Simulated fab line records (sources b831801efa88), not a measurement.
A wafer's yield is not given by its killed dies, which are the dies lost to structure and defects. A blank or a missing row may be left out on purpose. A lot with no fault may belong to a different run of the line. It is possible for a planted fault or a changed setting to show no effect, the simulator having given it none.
Which tool was responsible? / flow sky130 / Sampling: 13 lots, 39 wafers, 5 of 708 route steps

## WHAT THE GAUGES SHOWED, per wafer
SKY_NWELL_OVL_MEAS_10. Usual: for NWELL_00_OVL the level is 0.2 nm and the standard deviation is 1.2.
lot=L897; measured=day 4 19:17; on=overlay-02; NWELL_00_OVL (nm)=-0.6 2.5 1.7; flag=
lot=L898; measured=day 5 02:35; on=overlay-01; NWELL_00_OVL (nm)=0.5 0.7 0.5; flag=
lot=L900; measured=day 5 10:53; on=overlay-01; NWELL_00_OVL (nm)=-2.3 -2.4 0.1; flag=
lot=L901; measured=day 5 17:13; on=overlay-02; NWELL_00_OVL (nm)=0.8 1.8 -1.2; flag=
lot=L903; measured=day 6 06:44; on=overlay-02; NWELL_00_OVL (nm)=-0.5 0.7 2.5; flag=
lot=L907; measured=day 7 11:49; on=overlay-01; NWELL_00_OVL (nm)=-92.4 -91.2 -89.8; flag=OFF
lot=L908; measured=day 7 15:23; on=overlay-01; NWELL_00_OVL (nm)=0.0 0.3 0.7; flag=
lot=L909; measured=day 7 19:52; on=overlay-02; NWELL_00_OVL (nm)=-90.1 -89.4 -91.0; flag=OFF
lot=L910; measured=day 8 03:22; on=overlay-01; NWELL_00_OVL (nm)=1.8 2.2 -0.1; flag=
lot=L912; measured=day 8 13:40; on=overlay-02; NWELL_00_OVL (nm)=-88.6 -90.2 -90.6; flag=OFF
lot=L914; measured=day 8 22:31; on=overlay-01; NWELL_00_OVL (nm)=0.5 -0.2 3.1; flag=
lot=L918; measured=day 10 11:28; on=overlay-02; NWELL_00_OVL (nm)=-0.2 0.2 0.8; flag=
lot=L919; measured=day 10 11:50; on=overlay-02; NWELL_00_OVL (nm)=1.4 1.3 2.3; flag=

SKY_SONOS_ONO_THK_MEAS_03. Usual: for SONOS_ONO_CVD_02_THK the level is 10.83 nm and the standard deviation is 0.16.
lot=L897; measured=day 11 21:48; on=film-metro-02; SONOS_ONO_CVD_02_THK (nm)=10.90 10.95 11.06; flag=
lot=L898; measured=day 12 05:51; on=film-metro-01; SONOS_ONO_CVD_02_THK (nm)=10.60 10.64 10.65; flag=
lot=L900; measured=day 12 17:59; on=film-metro-01; SONOS_ONO_CVD_02_THK (nm)=10.63 10.67 10.66; flag=
lot=L901; measured=day 13 10:34; on=film-metro-01; SONOS_ONO_CVD_02_THK (nm)=10.64 10.64 10.74; flag=
lot=L903; measured=day 13 22:28; on=film-metro-02; SONOS_ONO_CVD_02_THK (nm)=10.51 10.71 10.49; flag=
lot=L907; measured=day 15 15:50; on=film-metro-02; SONOS_ONO_CVD_02_THK (nm)=10.91 10.89 10.89; flag=
lot=L908; measured=day 15 15:50; on=film-metro-01; SONOS_ONO_CVD_02_THK (nm)=10.87 10.92 10.74; flag=
lot=L909; measured=day 16 05:44; on=film-metro-01; SONOS_ONO_CVD_02_THK (nm)=10.74 10.87 10.73; flag=
lot=L910; measured=day 16 15:22; on=film-metro-02; SONOS_ONO_CVD_02_THK (nm)=10.94 10.87 10.82; flag=
lot=L912; measured=day 17 05:04; on=film-metro-01; SONOS_ONO_CVD_02_THK (nm)=10.94 10.94 10.93; flag=
lot=L914; measured=day 17 20:34; on=film-metro-03; SONOS_ONO_CVD_02_THK (nm)=11.04 11.03 10.90; flag=
lot=L918; measured=day 19 19:54; on=film-metro-01; SONOS_ONO_CVD_02_THK (nm)=10.88 10.79 10.76; flag=
lot=L919; measured=day 19 19:55; on=film-metro-03; SONOS_ONO_CVD_02_THK (nm)=10.84 10.62 10.83; flag=

SKY_SONOS_ONO_THK_MEAS_05. Usual: for SONOS_ONO_CVD_04_THK the level is 5.63 nm and the standard deviation is 0.1.
lot=L897; measured=day 11 23:07; on=film-metro-02; SONOS_ONO_CVD_04_THK (nm)=5.53 5.71 5.65; flag=
lot=L898; measured=day 12 07:10; on=film-metro-03; SONOS_ONO_CVD_04_THK (nm)=5.55 5.62 5.47; flag=
lot=L900; measured=day 12 19:17; on=film-metro-01; SONOS_ONO_CVD_04_THK (nm)=5.56 5.55 5.58; flag=
lot=L901; measured=day 13 11:53; on=film-metro-01; SONOS_ONO_CVD_04_THK (nm)=5.46 5.64 5.53; flag=
lot=L903; measured=day 13 23:46; on=film-metro-01; SONOS_ONO_CVD_04_THK (nm)=5.45 5.42 5.47; flag=
lot=L907; measured=day 15 17:09; on=film-metro-02; SONOS_ONO_CVD_04_THK (nm)=5.53 5.70 5.61; flag=
lot=L908; measured=day 15 17:09; on=film-metro-01; SONOS_ONO_CVD_04_THK (nm)=5.61 5.67 5.74; flag=
lot=L909; measured=day 16 07:02; on=film-metro-03; SONOS_ONO_CVD_04_THK (nm)=5.68 5.80 5.68; flag=
lot=L910; measured=day 16 16:40; on=film-metro-02; SONOS_ONO_CVD_04_THK (nm)=5.76 5.75 5.76; flag=
lot=L912; measured=day 17 06:23; on=film-metro-02; SONOS_ONO_CVD_04_THK (nm)=5.72 5.70 5.63; flag=
lot=L914; measured=day 17 21:52; on=film-metro-03; SONOS_ONO_CVD_04_THK (nm)=5.47 5.47 5.53; flag=
lot=L918; measured=day 19 21:13; on=film-metro-03; SONOS_ONO_CVD_04_THK (nm)=5.75 5.70 5.73; flag=
lot=L919; measured=day 19 21:14; on=film-metro-02; SONOS_ONO_CVD_04_THK (nm)=5.57 5.57 5.60; flag=

SKY_SONOS_ONO_OVL_MEAS_14. Usual: for SONOS_ONO_OVL the level is 1.4 nm and the standard deviation is 1.4.
lot=L897; measured=day 13 00:29; on=overlay-01; SONOS_ONO_OVL (nm)=4.3 3.9 3.2; flag=
lot=L898; measured=day 13 08:12; on=overlay-01; SONOS_ONO_OVL (nm)=4.6 3.7 3.0; flag=
lot=L900; measured=day 13 20:39; on=overlay-02; SONOS_ONO_OVL (nm)=3.6 1.6 2.1; flag=
lot=L901; measured=day 14 14:24; on=overlay-02; SONOS_ONO_OVL (nm)=0.8 -0.8 0.7; flag=
lot=L903; measured=day 15 02:21; on=overlay-02; SONOS_ONO_OVL (nm)=1.1 -0.6 0.7; flag=
lot=L907; measured=day 16 22:27; on=overlay-02; SONOS_ONO_OVL (nm)=1.6 2.8 1.0; flag=
lot=L908; measured=day 16 22:20; on=overlay-01; SONOS_ONO_OVL (nm)=1.8 1.0 2.2; flag=
lot=L909; measured=day 17 12:32; on=overlay-02; SONOS_ONO_OVL (nm)=-1.4 1.1 1.2; flag=
lot=L910; measured=day 17 20:23; on=overlay-01; SONOS_ONO_OVL (nm)=-1.1 1.1 1.0; flag=
lot=L912; measured=day 18 11:12; on=overlay-01; SONOS_ONO_OVL (nm)=-1.4 0.4 -1.6; flag=
lot=L914; measured=day 19 02:50; on=overlay-01; SONOS_ONO_OVL (nm)=1.2 2.0 -0.8; flag=
lot=L918; measured=day 21 03:18; on=overlay-02; SONOS_ONO_OVL (nm)=0.0 3.0 2.3; flag=
lot=L919; measured=day 21 03:50; on=overlay-02; SONOS_ONO_OVL (nm)=1.2 1.3 0.6; flag=

## EACH LOT AND THE TOOL THAT RAN IT (in order: tool; ch and the chambers of the sampled wafers; start)
lot=L897; SKY_NWELL_EXPOSE_07=iline-stepper-01 ch 0, day 4 11:14
lot=L898; SKY_NWELL_EXPOSE_07=iline-stepper-01 ch 0, day 4 17:23
lot=L900; SKY_NWELL_EXPOSE_07=iline-stepper-01 ch 0, day 5 02:08
lot=L901; SKY_NWELL_EXPOSE_07=iline-stepper-01 ch 0, day 5 08:16
lot=L903; SKY_NWELL_EXPOSE_07=iline-stepper-02 ch 0, day 5 21:15
lot=L907; SKY_NWELL_EXPOSE_07=iline-stepper-01 ch 0, day 7 01:49
lot=L908; SKY_NWELL_EXPOSE_07=iline-stepper-02 ch 0, day 7 05:54
lot=L909; SKY_NWELL_EXPOSE_07=iline-stepper-01 ch 0, day 7 11:20
lot=L910; SKY_NWELL_EXPOSE_07=iline-stepper-02 ch 0, day 7 18:33
lot=L912; SKY_NWELL_EXPOSE_07=iline-stepper-01 ch 0, day 8 03:09
lot=L914; SKY_NWELL_EXPOSE_07=iline-stepper-02 ch 0, day 8 12:35
lot=L918; SKY_NWELL_EXPOSE_07=iline-stepper-02 ch 0, day 10 00:05
lot=L919; SKY_NWELL_EXPOSE_07=iline-stepper-02 ch 0, day 10 00:22
- SKY_NWELL_EXPOSE_07: exposes mask NWM, target cd 840 nm.

## AS READ BY THE TOOLS THEMSELVES (means over the sampled wafers that have a number; for cases with no such wafer, the mark the record gives instead)
SKY_NWELL_EXPOSE_07. Usual: reticle-temp-C at 23.02 C, with a standard deviation of 0.11.
lot=L897; tool=iline-stepper-01; reticle-temp-C (C)=22.93; flag=
lot=L898; tool=iline-stepper-01; reticle-temp-C (C)=23.11; flag=
lot=L900; tool=iline-stepper-01; reticle-temp-C (C)=23.09; flag=
lot=L901; tool=iline-stepper-01; reticle-temp-C (C)=22.99; flag=
lot=L903; tool=iline-stepper-02; reticle-temp-C (C)=23.10; flag=
lot=L907; tool=iline-stepper-01; reticle-temp-C (C)=22.98; flag=
lot=L908; tool=iline-stepper-02; reticle-temp-C (C)=23.21; flag=
lot=L909; tool=iline-stepper-01; reticle-temp-C (C)=22.97; flag=
lot=L910; tool=iline-stepper-02; reticle-temp-C (C)=23.02; flag=
lot=L912; tool=iline-stepper-01; reticle-temp-C (C)=23.07; flag=
lot=L914; tool=iline-stepper-02; reticle-temp-C (C)=23.04; flag=
lot=L918; tool=iline-stepper-02; reticle-temp-C (C)=23.07; flag=
lot=L919; tool=iline-stepper-02; reticle-temp-C (C)=23.03; flag=

## THE ANSWER, worked out from the rows above alone
Rule: a lot is off if the mean of its wafers that have a number lies more than 3 standard deviations from the usual mean. Also off: a lot with no number at a reading for which 4 or more lots have one. All remaining lots with rows at the step are treated as sound. First the gauges in route order, then the tools' own readings, where a lot's mean is used as printed above. The first step at which some lot is off is used, and at that step the reading that is off furthest; a lot without a number counts as furthest.
Off: L907, L909, L912, at SKY_NWELL_OVL_MEAS_10 (NWELL_00_OVL).
A tool fits if, at a process step before that reading, it ran every lot that is off, and no sound lot after the first of them. The gauges at SKY_NWELL_OVL_MEAS_10 are tried like those tools. One fits: SKY_NWELL_EXPOSE_07 on iline-stepper-01. Its last sound lot is L901 (day 5 08:16), its first lot that is off L907 (day 7 01:49): a fault that began between those two fits.

## WHAT THE SIMULATOR HAD INSERTED
Scanner matching overlay: iline-stepper-01, from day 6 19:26 on, at SKY_NWELL_EXPOSE_07. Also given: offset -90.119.
Shown lots that were struck: L907, L909, L912. The rule above reached the same finding.
